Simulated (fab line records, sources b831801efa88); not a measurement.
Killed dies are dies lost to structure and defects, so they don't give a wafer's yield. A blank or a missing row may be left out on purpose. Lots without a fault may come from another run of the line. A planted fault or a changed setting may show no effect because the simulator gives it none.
fab line records | flow sky130
record lots=5 wafers=15 last_day=50
route steps=708 shown LDD_LDN@292 SPACER@304 POLY_CUT@307 SD_P@320 RES_XHIGH@332 PAD_OPEN@708
lots that met no fault: from a run of the same line without faults
start_h: hours from the record's first day to the start of the lot's first wafer shown | wait_h: hours since the lot's step before | " the same as in the row above | L1.1+2: a row that stands for several wafers | - no value, or no start given | * or withheld: withheld | < > ~ a bound
route shown NAME@n: a module of which the file shows steps, and the number in the route of the first | usual: mean/standard deviation of fault-free wafers | same: alike in all rows | chamber/n: place in a boat | sites: the reading at each site | _std_site: their standard deviation | _edge_site: outer sites' mean less inner sites' | radius_mm: how far each site lies from the wafer's centre | mask NAME#n: copy n | behind: the tool/chamber that last shaped the wafer | hold: why the lot was held/for how many hours/how that ended | device: the transistor (n, p or np) that didn't switch | end of line: the same wafers' tests at the end of the route | a step without rows: its recipe alone | killed: dies lost to structure and defects at the first sort, not the wafer's yield | map: a wafer's dies, x killed, . not, _ none there
set.NAME: the setting as run; set.NAME@STEP: as run at that earlier step | model.NAME: the simulator's own value behind a step, which no gauge read
lots at some steps of the route; a table a step, a row a wafer
services: from which hour (start_h, from the record's first day; less than 0 if before it) a tool's chamber was out of use, for how many hours, and why
## steps
# step SKY_LDD_LDN_SOFTBAKE_03
# recipe temp_c=90 time_s=60 resist=NOVOLAK
# step SKY_LDD_LDN_EXPOSE_04
# recipe mask_id=LDNTM na=0.6 source_shape=conventional sigma_outer=0.6 polarization=unpolarized target_cd_nm=700 dose_mj=140
# step SKY_LDD_LDN_PEB_05
# recipe temp_c=withheld time_s=* resist=NOVOLAK
# step SKY_LDD_LDN_DEVELOP_06
# recipe resist=NOVOLAK developer=TMAH develop_time_s=60 dev_temp_c=23
# step SKY_LDD_LDN_OVL_MEAS_07
# usual LDD_LDN_OVL=-0.5/1.5
# columns lot.wafer tool chamber start_h wait_h LDD_LDN_OVL[nm]
L242.3 overlay-01 - 546.34 0.1 -0.6
L242.5 " - " " 2.3
L242.6 " - " " 0.1
L241.2 overlay-01 - 548.01 0.1 0.0
L241.3 " - " " 0.4
L241.4 " - " " 1.4
L251.1 overlay-02 - 631.40 0.1 -1.3
L251.2 " - " " -0.9
L251.4 " - " " -1.9
L260.2 overlay-01 - 706.81 0.1 1.8
L260.4 " - " " 2.5
L260.6 " - " " 1.8
L262.1 overlay-02 - 715.22 0.1 0.9
L262.3 " - " " -1.6
L262.4 " - " " -0.5
# step SKY_LDD_LDN_IMPLANT_08
# recipe species=As energy_kev=15 dose_cm2=1.25e+13 tilt_deg=withheld rotation_deg=23
# step SKY_LDD_LDN_IMPLANT_09
# recipe species=As energy_kev=15 dose_cm2=1.25e+13 tilt_deg=withheld rotation_deg=113
# step SKY_LDD_LDN_IMPLANT_10
# recipe species=As energy_kev=15 dose_cm2=1.25e+13 tilt_deg=withheld rotation_deg=203
# step SKY_LDD_LDN_IMPLANT_11
# recipe species=As energy_kev=15 dose_cm2=1.25e+13 tilt_deg=withheld rotation_deg=293
# step SKY_LDD_LDN_STRIP_12
# recipe chemistry=O2/N2 power_w=1400 pressure_mtorr=1500 platen_temp_c=withheld o2_flow_sccm=3000 n2_flow_sccm=300 overash_fraction=0.5
# step SKY_LDD_LDN_TW_MEAS_13
# usual LDD_LDN_TW=1474/20
# columns lot.wafer tool chamber start_h wait_h LDD_LDN_TW
L242.3 film_metro-02 - 547.08 0.1 1449
L242.5 " - " " 1461
L242.6 " - " " 1449
L241.2 film_metro-04 - 548.75 0.1 1463
L241.3 " - " " 1474
L241.4 " - " " 1458
L251.1 film_metro-03 - 632.14 0.1 1497
L251.2 " - " " 1484
L251.4 " - " " 1492
L260.2 film_metro-04 - 707.63 0.1 1460
L260.4 " - " " 1468
L260.6 " - " " 1464
L262.1 film_metro-04 - 716.04 0.1 1457
L262.3 " - " " 1467
L262.4 " - " " 1458
# step SKY_LDD_LDN_CLEAN_14
# recipe chemistry=SC1/SC2 mix=1:4:20 temp_c=70 time_s=150 dry=n2_spin
# step SKY_SPACER_CVD_00
# recipe material=Si3N4 precursor=DCS/NH3 target_thk_nm=43.1 temp_c=770 time_s=740 pressure_mtorr=250
# usual pressure_mtorr=250.0/0.47
# same time_s=740
# columns lot.wafer tool chamber start_h wait_h pressure_mtorr
L242.3 lpcvd-02 0 547.17 0.0 250.9
L242.5 " 0 " " 250.1
L242.6 " 0 " " 249.7
L241.2 lpcvd-02 1 549.73 0.9 250.3
L241.3 " 1 " " 249.4
L241.4 " 1 " " 249.0
L251.1 lpcvd-02 1 632.25 0.0 250.7
L251.2 " 1 " " 249.8
L251.4 " 1 " " 249.8
L260.2 lpcvd-02 1 707.74 0.0 250.0
L260.4 " 1 " " 251.1
L260.6 " 1 " " 250.3
L262.1 lpcvd-02 0 716.16 0.0 249.3
L262.3 " 0 " " 249.8
L262.4 " 0 " " 249.3
# step SKY_SPACER_THK_MEAS_01
# recipe reads=Si3N4_of_SPACER_CVD_00
# usual SPACER_CVD_00_THK=42.9/0.39
# columns lot.wafer tool chamber start_h wait_h SPACER_CVD_00_THK[nm]
L242.3 film_metro-04 - 548.40 0.0 42.6
L242.5 " - " " 42.1
L242.6 " - " " 42.7
L241.2 film_metro-01 - 550.95 0.0 43.3
L241.3 " - " " 43.3
L241.4 " - " " 43.3
L251.1 film_metro-04 - 633.46 0.0 42.4
L251.2 " - " " 42.8
L251.4 " - " " 42.5
L260.2 film_metro-04 - 708.95 0.0 43.4
L260.4 " - " " 43.3
L260.6 " - " " 43.5
L262.1 film_metro-04 - 717.36 0.0 42.3
L262.3 " - " " 42.0
L262.4 " - " " 42.2
# step SKY_SPACER_ETCHBACK_02
# recipe chemistry=CH3F/O2 target=Si3N4 stop_on=SiO2 source_w=400 bias_w=80 pressure_mtorr=25 ch3f_flow_sccm=40 O2_flow_sccm=30 time_s=46.7 target_depth_a=450
# usual drypump_motor_current_A=5.9/0.35 oes_product_au=0.852/0.0059 throttle_valve_pct=10.561/0.009
# same time_s=46.7
# columns lot.wafer tool chamber start_h wait_h drypump_motor_current_A oes_product_au rf_hours_counter_h throttle_valve_pct
L242.3 rie_diel-01 3 548.44 0.0 6.0 0.847 0 10.559
L242.5 " 1 " " 6.6 0.841 - 10.570
L242.6 " 2 " " 5.6 0.843 - 10.558
L241.2 rie_diel-02 1 551.00 0.0 5.7 0.852 4 10.580
L241.3 " 2 " " 5.4 0.854 79 10.567
L241.4 " 3 " " 5.5 0.857 4 10.570
L251.1 rie_diel-04 2 633.52 0.1 5.6 0.839 2 10.558
L251.2 " 3 " " 5.9 0.853 53 10.555
L251.4 " 0 " " 5.9 0.852 2 10.553
L260.2 rie_diel-01 2 709.00 0.0 5.6 0.854 15 10.571
L260.4 " 0 " " 6.0 0.861 2 10.577
L260.6 " 2 " " 5.6 0.861 - 10.563
L262.1 rie_diel-01 2 717.42 0.1 5.6 0.849 15 10.563
L262.3 " 0 " " 6.0 0.843 2 10.553
L262.4 " 3 " " 6.0 0.842 4 10.552
# step SKY_POLY_CUT_DEHYDRATE_00
# recipe temp_c=200 time_s=60
# step SKY_POLY_CUT_HMDS_01
# recipe prime_time_s=60 prime_temp_c=120
# step SKY_POLY_CUT_COAT_02
# recipe resist=BARC temp_c=withheld time_s=withheld spin_rpm=3000 resist_thk_nm=60
# step SKY_POLY_CUT_COAT_03
# recipe resist=KrF-thick spin_rpm=3000 resist_thk_nm=450
# step SKY_POLY_CUT_SOFTBAKE_04
# recipe temp_c=100 time_s=90 resist=KrF-thick
# step SKY_POLY_CUT_EXPOSE_05
# recipe mask_id=NPCM na=0.8 source_shape=annular sigma_inner=0.55 sigma_outer=0.85 target_cd_nm=270 dose_mj=32
# step SKY_POLY_CUT_PEB_06
# recipe peb_temp_c=withheld peb_time_s=withheld resist=KrF-thick
# step SKY_POLY_CUT_DEVELOP_07
# recipe develop_time_s=60 resist=KrF-thick dev_temp_c=21
# step SKY_POLY_CUT_CD_MEAS_08
# recipe target_cd_nm=270
# usual cd_nm=270.6/1.4
# columns lot.wafer tool chamber start_h wait_h cd_nm
L242.3 cd_sem-01 - 578.89 - 270.5
L242.5 " - " " 272.1
L242.6 " - " " 271.1
L241.2 cd_sem-02 - 580.74 - 271.5
L241.3 " - " " 271.0
L241.4 " - " " 271.7
L251.1 cd_sem-01 - 662.32 - 269.0
L251.2 " - " " 268.5
L251.4 " - " " 269.2
L260.2 cd_sem-01 - 736.21 - 270.3
L260.4 " - " " 271.2
L260.6 " - " " 270.0
L262.1 cd_sem-02 - 743.79 - 271.2
L262.3 " - " " 270.5
L262.4 " - " " 270.7
# step SKY_POLY_CUT_OVL_MEAS_09
# usual POLY_CUT_OVL=0/5.4
# columns lot.wafer tool chamber start_h wait_h POLY_CUT_OVL[nm]
L242.3 overlay-02 - 578.99 0.1 -3
L242.5 " - " " 0
L242.6 " - " " -5
L241.2 overlay-01 - 580.85 0.1 -7
L241.3 " - " " -10
L241.4 " - " " -2
L251.1 overlay-02 - 662.44 0.1 0
L251.2 " - " " 7
L251.4 " - " " 1
L260.2 overlay-01 - 736.31 0.1 -5
L260.4 " - " " -4
L260.6 " - " " -2
L262.1 overlay-01 - 743.91 0.1 -5
L262.3 " - " " 8
L262.4 " - " " -6
# step SKY_POLY_CUT_ETCH_10
# recipe chemistry=N2/H2 target=BARC ion_energy_ev=200 source_w=500 bias_w=100 pressure_mtorr=30 n2_flow_sccm=100 h2_flow_sccm=200 stop_on=SiO2 time_s=45.9 target_depth_a=600
# usual drypump_motor_current_A=5.8/0.42 oes_product_au=0.856/0.0046 throttle_valve_pct=13.224/0.0089
# same time_s=45.9
# columns lot.wafer tool chamber start_h wait_h drypump_motor_current_A oes_product_au rf_hours_counter_h throttle_valve_pct
L242.3 rie_diel-04 2 579.01 0.0 5.6 0.857 1 13.225
L242.5 " 2 " " 5.6 0.860 - 13.223
L242.6 " 1 " " 5.7 0.859 - 13.233
L241.2 rie_diel-01 1 580.88 0.0 6.6 0.853 1 13.228
L241.3 " 3 " " 6.0 0.857 1 13.217
L241.4 " 2 " " 5.6 0.850 12 13.225
L251.1 rie_diel-01 1 662.48 0.0 6.6 0.857 2 13.228
L251.2 " 3 " " 5.9 0.851 2 13.229
L251.4 " 0 " " 6.0 0.858 0 13.219
L260.2 rie_diel-04 1 736.34 0.0 5.7 0.850 15 13.234
L260.4 " 3 " " 5.9 0.858 1 13.209
L260.6 " 1 " " 5.7 0.860 - 13.219
L262.1 rie_diel-04 1 743.94 0.0 5.7 0.857 15 13.221
L262.3 " 2 " " 5.6 0.861 4 13.230
L262.4 " 3 " " 5.9 0.857 1 13.226
# step SKY_POLY_CUT_ETCH_11
# recipe target=Si3N4 chemistry=CF4/CH2F2/Ar stop_on=poly-Si source_w=600 bias_w=150 pressure_mtorr=40 cf4_flow_sccm=40 ch2f2_flow_sccm=20 Ar_flow_sccm=150 time_s=42.5 target_depth_a=600
# usual drypump_motor_current_A=5.8/0.42 mfc_ar_sccm=150.0/0.45 oes_product_au=0.830/0.0062 throttle_valve_pct=14.994/0.0089
# same time_s=42.5
# columns lot.wafer tool chamber start_h wait_h drypump_motor_current_A mfc_ar_sccm oes_product_au rf_hours_counter_h throttle_valve_pct
L242.3 rie_diel-04 2 579.05 0.0 5.6 149.8 0.836 1 14.990
L242.5 " 2 " " 5.7 149.6 0.837 - 14.983
L242.6 " 1 " " 5.7 149.6 0.840 - 14.997
L241.2 rie_diel-01 1 580.92 0.0 6.6 149.3 0.835 1 14.988
L241.3 " 3 " " 6.0 149.9 0.833 1 14.993
L241.4 " 2 " " 5.6 150.6 0.830 12 14.997
L251.1 rie_diel-01 1 662.52 0.0 6.6 149.5 0.832 3 14.990
L251.2 " 3 " " 6.0 150.1 0.830 2 15.000
L251.4 " 0 " " 6.0 150.5 0.825 0 15.007
L260.2 rie_diel-04 1 736.38 0.0 5.7 151.1 0.828 15 14.985
L260.4 " 3 " " 5.9 150.5 0.830 1 14.994
L260.6 " 1 " " 5.7 150.5 0.834 - 14.987
L262.1 rie_diel-04 1 743.98 0.0 5.7 150.1 0.824 15 14.981
L262.3 " 2 " " 5.6 150.1 0.816 4 15.003
L262.4 " 3 " " 5.9 149.2 0.827 1 14.987
# step SKY_POLY_CUT_STRIP_12
# recipe chemistry=O2/N2 power_w=1400 pressure_mtorr=1500 platen_temp_c=withheld o2_flow_sccm=3000 n2_flow_sccm=300 overash_fraction=0.5
# usual drypump_motor_current_A=5.8/0.51 oes_product_au=0.453/0.0053 strip_time_to_endpoint_s=5.362/0.019
# columns lot.wafer tool chamber start_h wait_h drypump_motor_current_A oes_product_au rf_hours_counter_h strip_time_to_endpoint_s
L242.3 plasma_asher-03 0 579.13 0.1 6.5 0.453 - 5.325
L242.5 " 1 " " 5.6 0.447 - 5.303
L242.6 " 0 " " 6.5 0.450 - 5.341
L241.2 plasma_asher-03 1 580.96 0.0 5.6 0.447 81 5.354
L241.3 " 0 " " 6.5 0.449 - 5.363
L241.4 " 1 " " 5.6 0.452 - 5.359
L251.1 plasma_asher-04 1 662.56 0.0 5.1 0.457 101 5.397
L251.2 " 0 " " 5.8 0.456 101 5.404
L251.4 " 0 " " 5.7 0.450 - 5.384
L260.2 plasma_asher-01 0 736.42 0.0 5.3 0.459 31 5.381
L260.4 " 0 " " 5.3 0.459 - 5.379
L260.6 " 1 " " 6.3 0.458 - 5.369
L262.1 plasma_asher-04 1 744.02 0.0 5.1 0.450 0 5.365
L262.3 " 0 " " 5.8 0.451 - 5.382
L262.4 " 1 " " 5.1 0.461 - 5.375
# step SKY_SD_P_DEHYDRATE_00
# recipe temp_c=200 time_s=60
# step SKY_SD_P_HMDS_01
# recipe prime_time_s=60 prime_temp_c=120
# step SKY_SD_P_COAT_02
# recipe resist=NOVOLAK spin_rpm=3000 resist_thk_nm=1140
# step SKY_SD_P_SOFTBAKE_03
# recipe temp_c=90 time_s=60 resist=NOVOLAK
# step SKY_SD_P_EXPOSE_04
# recipe mask_id=PSDM na=0.6 source_shape=conventional sigma_outer=0.6 polarization=unpolarized target_cd_nm=380 dose_mj=138
# step SKY_SD_P_PEB_05
# recipe temp_c=withheld time_s=* resist=NOVOLAK
# step SKY_SD_P_DEVELOP_06
# recipe resist=NOVOLAK developer=TMAH develop_time_s=60 dev_temp_c=23
# step SKY_SD_P_CD_MEAS_07
# recipe target_cd_nm=380
# usual cd_nm=380/3.1
# columns lot.wafer tool chamber start_h wait_h cd_nm
L242.3 cd_sem-02 - 608.07 0.1 380
L242.5 " - " " 379
L242.6 " - " " 380
L241.2 cd_sem-01 - 610.49 0.1 385
L241.3 " - " " 387
L241.4 " - " " 383
L251.1 cd_sem-01 - 690.72 0.1 383
L251.2 " - " " 382
L251.4 " - " " 384
L260.2 cd_sem-01 - 763.99 0.1 381
L260.4 " - " " 383
L260.6 " - " " 385
L262.1 cd_sem-02 - 770.83 0.1 380
L262.3 " - " " 378
L262.4 " - " " 379
# step SKY_SD_P_OVL_MEAS_08
# usual SD_P_OVL=-0.8/1.4
# columns lot.wafer tool chamber start_h wait_h SD_P_OVL[nm]
L242.3 overlay-01 - 608.17 0.1 -0.3
L242.5 " - " " -0.8
L242.6 " - " " -0.6
L241.2 overlay-01 - 610.60 0.1 -0.5
L241.3 " - " " -0.4
L241.4 " - " " 0.3
L251.1 overlay-01 - 690.84 0.1 -1.5
L251.2 " - " " -1.5
L251.4 " - " " -1.1
L260.2 overlay-01 - 764.10 0.1 -1.3
L260.4 " - " " -2.2
L260.6 " - " " -0.5
L262.1 overlay-02 - 770.95 0.1 -2.4
L262.3 " - " " -2.5
L262.4 " - " " -2.8
# step SKY_SD_P_IMPLANT_09
# recipe species=BF2 energy_kev=20 dose_cm2=3e+15 tilt_deg=0
# step SKY_SD_P_STRIP_10
# recipe chemistry=O2/N2 power_w=1400 pressure_mtorr=1500 platen_temp_c=withheld o2_flow_sccm=3000 n2_flow_sccm=300 overash_fraction=0.5
# usual drypump_motor_current_A=5.7/0.43 oes_product_au=0.618/0.0046 strip_time_to_endpoint_s=17.53/0.041
# columns lot.wafer tool chamber start_h wait_h drypump_motor_current_A oes_product_au rf_hours_counter_h strip_time_to_endpoint_s
L242.3 plasma_asher-03 0 608.37 0.1 6.5 0.623 - 17.52
L242.5 " 0 " " 6.6 0.618 - 17.55
L242.6 " 1 " " 5.5 0.608 - 17.50
L241.2 plasma_asher-03 1 610.78 0.1 5.6 0.612 84 17.56
L241.3 " 0 " " 6.5 0.620 - 17.54
L241.4 " 1 " " 5.5 0.617 - 17.57
L251.1 plasma_asher-02 0 691.03 0.1 5.9 0.618 53 17.54
L251.2 " 1 " " 5.4 0.610 53 17.55
L251.4 " 1 " " 5.3 0.621 - 17.57
L260.2 plasma_asher-04 1 764.28 0.1 5.1 0.622 2 17.50
L260.4 " 0 " " 5.8 0.617 - 17.52
L260.6 " 0 " " 5.8 0.619 - 17.47
L262.1 plasma_asher-04 0 771.13 0.1 5.8 0.614 3 17.51
L262.3 " 1 " " 5.1 0.616 - 17.51
L262.4 " 0 " " 5.8 0.613 - 17.51
# step SKY_SD_P_TW_MEAS_11
# usual SD_P_TW=2809/26
# columns lot.wafer tool chamber start_h wait_h SD_P_TW
L242.3 film_metro-01 - 608.46 0.1 2801
L242.5 " - " " 2812
L242.6 " - " " 2807
L241.2 film_metro-02 - 610.89 0.1 2774
L241.3 " - " " 2781
L241.4 " - " " 2781
L251.1 film_metro-01 - 691.13 0.1 2804
L251.2 " - " " 2801
L251.4 " - " " 2804
L260.2 film_metro-03 - 764.39 0.1 2848
L260.4 " - " " 2858
L260.6 " - " " 2853
L262.1 film_metro-01 - 771.23 0.1 2807
L262.3 " - " " 2800
L262.4 " - " " 2787
# step SKY_RES_XHIGH_DEHYDRATE_00
# recipe temp_c=200 time_s=60
# step SKY_RES_XHIGH_HMDS_01
# recipe prime_time_s=60 prime_temp_c=120
# step SKY_PAD_OPEN_PROBE_99
# usual killed_at_M0_to_M3=44/7.3 killed_at_M4_up=3.5/1.8 killed_at_contacts=24/5.8 killed_at_front_end=16/4.3 killed_at_other=0.5/0.68 killed_dies=88/9.4 killed_open=48/6.8 killed_short=40/6.1
# same gross_dies=492 killed_at_back_side=0
# columns lot.wafer tool chamber start_h wait_h killed_at_M0_to_M3 killed_at_M4_up killed_at_contacts killed_at_front_end killed_at_other killed_dies killed_open killed_short
L242.3 prober-01 - 1087.13 0.2 37 3 29 16 1 86 53 33
L242.5 prober-01 - 1087.23 0.2 40 0 19 10 1 70 43 27
L242.6 prober-01 - 1087.28 0.2 41 1 28 14 1 85 47 38
L241.2 prober-02 - 1093.88 0.1 43 5 26 13 0 87 45 41
L241.3 prober-02 - 1093.93 0.2 41 3 23 14 0 81 48 32
L241.4 prober-02 - 1093.98 0.2 40 3 22 18 0 83 44 39
L251.1 prober-01 - 1146.46 0.1 40 5 19 60 0 124 44 39
L251.2 prober-01 - 1146.51 0.1 52 2 18 54 0 126 51 33
L251.4 prober-01 - 1146.61 0.2 45 3 6 58 0 112 39 33
L260.2 prober-01 - 1195.33 0.1 42 5 22 21 0 90 43 47
L260.4 prober-01 - 1195.43 0.2 42 7 25 15 0 89 51 38
L260.6 prober-01 - 1195.53 0.2 36 4 32 11 0 83 51 32
L262.1 prober-02 - 1198.05 0.1 41 3 27 13 1 85 46 39
L262.3 prober-02 - 1198.15 0.2 28 4 24 14 2 72 43 27
L262.4 prober-02 - 1198.20 0.2 45 3 18 12 0 78 45 33
# killed by level:class
L242.3 CONTACT:geometric_particle:open=12 VIA1:geometric_particle:open=10 METAL2:geometric_particle:short=7 POLY_GATE:geometric_particle:open=6 LI_CONTACT:geometric_particle:open=5 VIA2:geometric_particle:open=5 LI_CONTACT:geometric_particle:short=4 FIELD_ISO:geometric_particle:short=3
L242.5 VIA3:geometric_particle:open=10 CONTACT:geometric_particle:open=9 VIA1:geometric_particle:open=9 LI_CONTACT:geometric_particle:open=4 VIA2:geometric_particle:open=4 VIA1:geometric_particle:short=3 LI_CONTACT:geometric_particle:short=3 METAL2:geometric_particle:short=3
L242.6 CONTACT:geometric_particle:open=9 METAL2:geometric_particle:short=9 VIA1:geometric_particle:open=8 LI_CONTACT:geometric_particle:open=7 METAL1:geometric_particle:short=7 POLY_GATE:geometric_particle:short=4 METAL1:geometric_particle:open=4 LOCAL_INTERCONNECT:geometric_particle:open=4
L241.2 VIA1:geometric_particle:open=12 VIA3:geometric_particle:open=11 CONTACT:geometric_particle:short=10 LI_CONTACT:geometric_particle:open=5 CONTACT:geometric_particle:open=5 METAL4:geometric_particle:short=5 METAL1:geometric_particle:short=4 VIA2:geometric_particle:short=4
L241.3 CONTACT:geometric_particle:open=10 VIA1:geometric_particle:open=10 VIA1:geometric_particle:short=6 VIA2:geometric_particle:open=6 FIELD_ISO:geometric_particle:open=5 LOCAL_INTERCONNECT:geometric_particle:short=5 VIA3:geometric_particle:open=5 LI_CONTACT:geometric_particle:open=4
L241.4 LI_CONTACT:geometric_particle:open=8 CONTACT:geometric_particle:open=8 METAL2:geometric_particle:short=7 VIA2:geometric_particle:open=7 POLY_GATE:geometric_particle:short=6 VIA1:geometric_particle:open=6 POLY_GATE:geometric_particle:open=5 VIA1:geometric_particle:short=4
L251.1 SPACER:unspecified=41 LI_CONTACT:geometric_particle:open=8 VIA1:geometric_particle:open=8 CONTACT:geometric_particle:open=7 METAL1:geometric_particle:short=7 METAL2:geometric_particle:short=6 VIA2:geometric_particle:open=5 SPACER:geometric_particle:short=4
L251.2 SPACER:unspecified=42 VIA1:geometric_particle:open=14 LI_CONTACT:geometric_particle:open=8 METAL1:geometric_particle:short=8 VIA3:geometric_particle:open=8 CONTACT:geometric_particle:open=7 VIA2:geometric_particle:open=7 VIA2:geometric_particle:short=4
L251.4 SPACER:unspecified=40 VIA1:geometric_particle:open=17 FIELD_ISO:geometric_particle:open=7 METAL1:geometric_particle:short=7 METAL2:geometric_particle:short=6 VIA3:geometric_particle:open=5 POLY_GATE:geometric_particle:short=4 VIA1:geometric_particle:short=4
L260.2 VIA1:geometric_particle:open=9 METAL1:geometric_particle:short=7 POLY_GATE:geometric_particle:short=7 CONTACT:geometric_particle:open=7 VIA2:geometric_particle:open=7 METAL2:geometric_particle:short=6 FIELD_ISO:geometric_particle:short=5 LI_CONTACT:geometric_particle:open=5
L260.4 CONTACT:geometric_particle:open=12 VIA1:geometric_particle:open=11 VIA3:geometric_particle:open=9 LI_CONTACT:geometric_particle:open=6 METAL2:geometric_particle:short=6 METAL4:geometric_particle:short=6 FIELD_ISO:geometric_particle:open=4 POLY_GATE:geometric_particle:open=4
L260.6 CONTACT:geometric_particle:open=14 VIA1:geometric_particle:open=8 LI_CONTACT:geometric_particle:open=6 VIA2:geometric_particle:open=5 LOCAL_INTERCONNECT:geometric_particle:short=4 METAL2:geometric_particle:short=4 FIELD_ISO:geometric_particle:open=3 LI_CONTACT:geometric_particle:short=3
L262.1 VIA2:geometric_particle:open=7 VIA2:geometric_particle:short=7 VIA3:geometric_particle:open=7 LOCAL_INTERCONNECT:geometric_particle:short=6 LI_CONTACT:geometric_particle:open=6 CONTACT:geometric_particle:open=6 VIA1:geometric_particle:open=6 METAL2:geometric_particle:short=5
L262.3 CONTACT:geometric_particle:open=14 LI_CONTACT:geometric_particle:open=5 VIA3:geometric_particle:open=5 SPACER:geometric_particle:short=4 METAL1:geometric_particle:short=4 VIA1:geometric_particle:open=4 VIA2:geometric_particle:open=4 POLY_GATE:geometric_particle:open=3
L262.4 VIA2:geometric_particle:open=10 METAL2:geometric_particle:short=8 LI_CONTACT:geometric_particle:open=7 CONTACT:geometric_particle:open=5 POLY_GATE:geometric_particle:open=4 METAL1:geometric_particle:short=4 VIA1:geometric_particle:open=4 VIA2:geometric_particle:short=4
# map L251.2 (x killed, . not)
__________x.....xx.._________
________..xx.........x_______
______.....xx..........._____
_____........xxx...xx....____
____...x....x.x..x..x.x..x___
___.......x................__
__.x.....x.....x.x...x...xx._
_..x....x..xx.....x......x..x
_...x..x..x.xx......x..x..x..
_x.......x.......x.....x..xx.
_x......x....xx..............
_.....xxx.xxx.............x..
_.x....xxxxxxxx......x......x
_.xx....xxxxxxx......xx......
_......xxxxxxxxx.x..x........
__.....xxxxxxx.............._
___...xxx..xxx........x....__
____..xxxxx.......x.....x.___
_____..x.x....x...x..x...____
______.......x....x....x_____
________x.x......x...._______
__________x........._________
# map L262.1 (x killed, . not)
__________...x......_________
________.....x...x...._______
______...x...x...xx...xx_____
_____xxx....x..x........x____
____.......x..x......x....___
___xx....xx.........x......__
__....x...xx.x.....x........_
_x...xx.....x..xx..x...x....x
_xx...............x.........x
_......x......x..........x...
_...x....x...............x...
_x..x.....x......x....x......
_..x.xx..x..x...........xx...
_..............x.......xx.xx.
_....x.................x..x..
__.......xx.....x......x..x._
___.............x..x.......__
____..x....x.x...x........___
_____.........x..........____
______...x.x.......x...._____
________...xx........._______
__________.......x.._________
## services
# columns tool chamber start_h hours kind
rie_diel-04 0 534.11 8.5 repair
rie_diel-02 3 540.01 1.2 repair
plasma_asher-04 - 573.65 2.3 repair
rie_diel-04 1 579.90 9.7 repair
plasma_asher-03 - 601.60 2.7 repair
rie_diel-04 2 635.59 5.7 repair
rie_diel-04 3 637.04 13.6 repair
rie_diel-01 3 641.58 9.1 repair
plasma_asher-03 - 641.69 2.8 pm
rie_diel-04 0 645.73 7.8 repair
rie_diel-04 2 655.26 3.0 repair
plasma_asher-04 - 681.52 15.6 pm
plasma_asher-01 - 686.82 2.7 repair
rie_diel-02 - 691.44 2.8 pm
rie_diel-01 - 694.35 2.2 repair
rie_diel-02 2 696.01 2.9 repair
plasma_asher-04 - 701.37 1.6 repair
rie_diel-04 - 709.30 0.9 repair
rie_diel-04 - 717.02 1.3 repair
plasma_asher-04 - 733.75 9.0 pm
rie_diel-01 0 740.71 16.5 repair
plasma_asher-03 - 746.18 2.1 repair
rie_diel-01 1 752.20 6.7 repair
plasma_asher-03 - 758.71 14.6 pm
## key
first_sign step=SKY_PAD_OPEN_PROBE_99 reading=killed_at_front_end direction=up sigmas=9.7 usual=16 struck=57
effect step=SKY_PAD_OPEN_PROBE_99 reading=killed_dies direction=up sigmas=3.5 usual=88 struck=121
met_at SKY_SPACER_CVD_00
struck_wafers L251.1,L251.2,L251.4
tester_left_out L251
onset_between 549.73 632.25
also_fits SKY_SPACER_ETCHBACK_02:rie_diel-04,SKY_POLY_CUT_ETCH_10:rie_diel-01,SKY_POLY_CUT_ETCH_11:rie_diel-01,SKY_SD_P_STRIP_10:plasma_asher-02
fault kind=chamber_particle_source tool=lpcvd-02 chamber=1 onset_h=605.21 steps=SKY_SPACER_CVD_00 rate_per_visit_cm2=0.43984 end_h=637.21
# tester_left_out: of these lots the tester's yield and bins aren't shown, on N5 and GAA mostly nor the transistor test; their killed dies are dies lost to structure and defects alone, not to doping, threshold or leakage, so they don't give the yield
